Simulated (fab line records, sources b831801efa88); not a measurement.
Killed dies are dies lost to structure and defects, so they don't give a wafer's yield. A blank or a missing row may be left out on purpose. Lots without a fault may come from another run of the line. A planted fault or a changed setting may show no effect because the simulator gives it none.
One fault seen from 2 desks | flow gf180mcu | each desk has only its own numbers; what lay behind them comes last

THE TOOL OWNER'S DESK: rie_diel-04
The tool's own readings at GF_V5_ETCH_16 (etches BARC in N2/H2): means of the sampled wafers that have a number, for each lot that ran on this tool. A lot is out of limits, marked OUT, if its mean lies more than 4 standard deviations from the usual mean; the brackets give that distance.
Columns: A = drypump_motor_current_A at GF_V5_ETCH_16, usual 5.7 A; B = oes_product_au at GF_V5_ETCH_16, usual 0.854 a.u.; C = rf_fwd_power_W at GF_V5_ETCH_16, usual 494.7 W; D = throttle_valve_pct at GF_V5_ETCH_16, usual 13.224 %
lot  | first seen here | A   | B     | C               | D
L247 | day 30 09:25    | 5.5 | 0.856 | 573.2 (+39) OUT | 13.234
L249 | day 31 00:55    | 5.5 | 0.856 | 574.3 (+40) OUT | 13.225
This desk's finding: out of limits on L247, L249; first on L247, day 30 09:25 (rf_fwd_power_W at GF_V5_ETCH_16). In limits: none.

THE METROLOGY DESK
What the gauges read, lot by lot, whatever tool the lot ran on: means of the sampled wafers that have a number. A lot is out of limits, marked OUT, if its mean lies more than 4 standard deviations from the usual mean; the brackets give that distance.
Columns: A = SALICIDE_TIN_THK at GF_SALICIDE_THK_MEAS_05, usual 19.95 nm; B = V2_BOW at GF_V2_BOW_MEAS_05, usual 99 um
lot  | first seen here | A     | B
L238 | day 15 16:33    | 19.86 | 103
L239 | day 16 01:52    | 19.48 | 94
L240 | day 16 12:10    | 20.13 | 105
L242 | day 17 05:12    | 20.12 | 107
L247 | day 18 20:41    | 20.23 | 105
L249 | day 19 15:54    | 20.18 | 93
L253 | day 20 23:35    | 19.95 | 101
L254 | day 21 10:01    | 19.92 | 94
L255 | day 21 14:59    | 19.79 | 99
L256 | day 22 07:04    | 19.97 | 95
L258 | day 22 16:22    | 19.68 | 94
L259 | day 23 02:51    | 20.13 | 97
L260 | day 23 08:53    | 20.43 | 99
This desk's finding: nothing out of limits on any of the 13 lots.

PUT TOGETHER
The tool owner's desk could have raised an alarm at day 30 09:25, on L247, L249.
The metrology desk saw nothing out of limits.
The metrology desk has L247, L249 on record, within its limits.
Of the lots named, all ran GF_V5_ETCH_16 on rie_diel-04.

WHAT THE SIMULATOR HAD PUT IN
Process parameter drift: rie_diel-04, from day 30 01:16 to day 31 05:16, at GF_V5_ETCH_16. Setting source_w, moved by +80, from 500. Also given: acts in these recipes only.
Lots struck among those shown: L247, L249.
Hours from the fault's start to each desk's first reading out of limits: the tool owner's desk, 8.
